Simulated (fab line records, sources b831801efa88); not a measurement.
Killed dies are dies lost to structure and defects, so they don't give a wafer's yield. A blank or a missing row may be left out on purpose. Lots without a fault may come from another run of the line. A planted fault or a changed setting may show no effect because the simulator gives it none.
Which tool did it? | flow sky130 | 11 lots, 33 wafers sampled, at 1 step of a route of 708

WHAT THE GAUGES READ, wafer by wafer
SKY_METAL3_OVL_MEAS_14.
lot  | measured     | on         | METAL3_OVL (nm)
L329 | day 40 13:44 | overlay-02 | -5 -7 2
L331 | day 41 00:25 | overlay-01 | -4 -14 -10
L333 | day 41 04:19 | overlay-01 | 7 6 8
L336 | day 41 04:40 | overlay-02 | -5 -1 0
L335 | day 41 05:01 | overlay-01 | 7 5 8
L334 | day 41 06:28 | overlay-01 | 0 -9 -6
L337 | day 41 06:31 | overlay-02 | -10 -8 -11
L338 | day 41 12:31 | overlay-02 | -4 1 -4
L342 | day 46 16:05 | overlay-01 | -3 -11 -6
L348 | day 46 21:35 | overlay-01 | 2 -5 2
L346 | day 47 01:22 | overlay-02 | -4 0 -3

WHICH TOOL RAN EACH LOT (tool, then ch and the chambers of the sampled wafers, then the start)
The record holds no process step before these readings.

THE ANSWER, worked out from the rows above alone
Rule: what is usual is taken from the lots themselves. Put in order of their means at a reading, lots are off if they are a third of the lots or fewer, leave a main group of 4 or more, and stand apart from it by a gap of 3 or more times the standard deviation of the main group's means; of several such gaps the widest counts. A main group whose means are all the same, to the digits that the tables above print for the reading, isn't used. A lot without any number at a reading at which 4 lots or more have one is off too. The other lots that the step has rows for count as sound.
No lot is off at any reading shown: from this, nothing can be told.

WHAT THE SIMULATOR HAD PUT IN
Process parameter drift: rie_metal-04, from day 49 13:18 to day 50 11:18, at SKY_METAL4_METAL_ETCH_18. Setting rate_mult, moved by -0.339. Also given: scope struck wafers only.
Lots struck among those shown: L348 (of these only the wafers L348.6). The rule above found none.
